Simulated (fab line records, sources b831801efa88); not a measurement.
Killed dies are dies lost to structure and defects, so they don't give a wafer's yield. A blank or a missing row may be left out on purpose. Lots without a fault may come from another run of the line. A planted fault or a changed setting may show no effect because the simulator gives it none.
A struck lot beside a sound one | flow sky130 | 15 steps out of a route of 708
Sound: wafers L686.3, L686.5, L686.6. Struck: wafer L693.5. (L693.2 of the same lot was not struck and is left out.) The cause comes at the end.
At each step with rows: each side's tool, then ch and its chambers, then its first start. Under that, the readings that differ: sound wafers | struck wafers | difference of the means | sigmas: that difference in standard deviations of wafers without a fault.
alike: readings whose means differ by less than 2 such deviations, and words and numbers that are the same on both sides. not compared: withheld readings, readings that some wafer has no value for, bounds like >300 that may hide the same value, and numbers for which the record gives no deviation and whose values overlap.
The two part at a step that has a row with sigmas, a row that says differs or no value, or rows on one side only. Numbers that don't overlap but have no deviation are shown without sigmas and don't part them. A reading that every wafer of one side lacks parts them only if that side has two wafers or more.

SKY_VIA3_ETCH_14: etches BARC in N2/H2, stops on SiO2, time 45.9 s, target depth 60 nm.
  sound on rie_diel-04 ch 0,1, day 41 09:38; struck on rie_diel-01 ch 2, day 43 05:13
  reading                     | sound       | struck | difference | sigmas
  drypump_motor_current_A (A) | 5.3 5.4 6.0 | 6.3    | +0.7       | +2
  alike: oes_product_au, throttle_valve_pct
  not compared: rf_hours_counter_h
then, 1 step without rows for these wafers: SKY_VIA3_ETCH_15 (etches SiO2 in C4F8/O2/Ar, stops on TiN, target depth 507 nm, time 78 s).
SKY_VIA3_STRIP_16: strips in O2/N2.
  sound on plasma_asher-04 ch 0,1, day 41 09:46; struck on plasma_asher-04 ch 1, day 43 05:19
  reading                      | sound             | struck | difference | sigmas
  strip_time_to_endpoint_s (s) | 4.113 4.067 4.151 | 4.181  | +0.071     | +3
  alike: drypump_motor_current_A, oes_product_au
  not compared: rf_hours_counter_h
then, 3 steps without rows for these wafers: SKY_VIA3_STRIP_17 (strips in post etch residue remover, time 1200 s); SKY_VIA3_CLEAN_18 (cleans in IPA, time 180 s); SKY_VIA3_CLEAN_19 (cleans in O3/DIW).
SKY_VIA3_SPUTTER_20: material TiN, target thk 20 nm, time 80 s.
  sound on pvd_sputter-04, day 41 10:19; struck on pvd_sputter-04, day 43 05:55
  alike: throttle_valve_pct
then, 1 step without rows for these wafers: SKY_VIA3_CVD_21 (deposits W, target thk 390 nm, time 117.31 s).
SKY_VIA3_RS_MEAS_22: measures by four-point-probe.
  sound on film_metro-02, day 41 10:32; struck on film_metro-02, day 43 06:07
  alike: VIA3_W_RS
SKY_VIA3_THK_MEAS_23: measures by xrf.
  sound on film_metro-02, day 41 10:38; struck on film_metro-02, day 43 06:14
  alike: VIA3_W_THK
then, 1 step without rows for these wafers: SKY_VIA3_CMP_24 (polishes, stops on SiO2, t overpolish 20 s, target thk 0 nm).
SKY_METAL4_SPUTTER_00: material Ti, target thk 15 nm, time 10 s.
  sound on pvd_sputter-02, day 41 10:59; struck on pvd_sputter-02, day 43 06:35
  alike: throttle_valve_pct
SKY_METAL4_SPUTTER_01: material TiN, target thk 20 nm, time 16.7 s.
  sound on pvd_sputter-02, day 41 11:01; struck on pvd_sputter-02, day 43 06:36
  reading                                    | sound            | struck | difference | sigmas
  model.TiN_of_METAL4_SPUTTER_01.thk_nm (nm) | 20.4 20.33 20.11 | 19.17  | -1.11      |
  alike: throttle_valve_pct
SKY_METAL4_SPUTTER_02: material AlCu, target thk 735 nm, time 39.1 s.
  sound on pvd_sputter-02, day 41 11:02; struck on pvd_sputter-02, day 43 06:37
  alike: throttle_valve_pct
SKY_PAD_OPEN_PROBE_99:
  the record has rows for the sound wafers here (prober-02, day 47 05:01) and none for the struck ones

WHERE THEY PART
First at SKY_VIA3_ETCH_14; last, within this record, at SKY_PAD_OPEN_PROBE_99.

WHY: what the simulator had put in
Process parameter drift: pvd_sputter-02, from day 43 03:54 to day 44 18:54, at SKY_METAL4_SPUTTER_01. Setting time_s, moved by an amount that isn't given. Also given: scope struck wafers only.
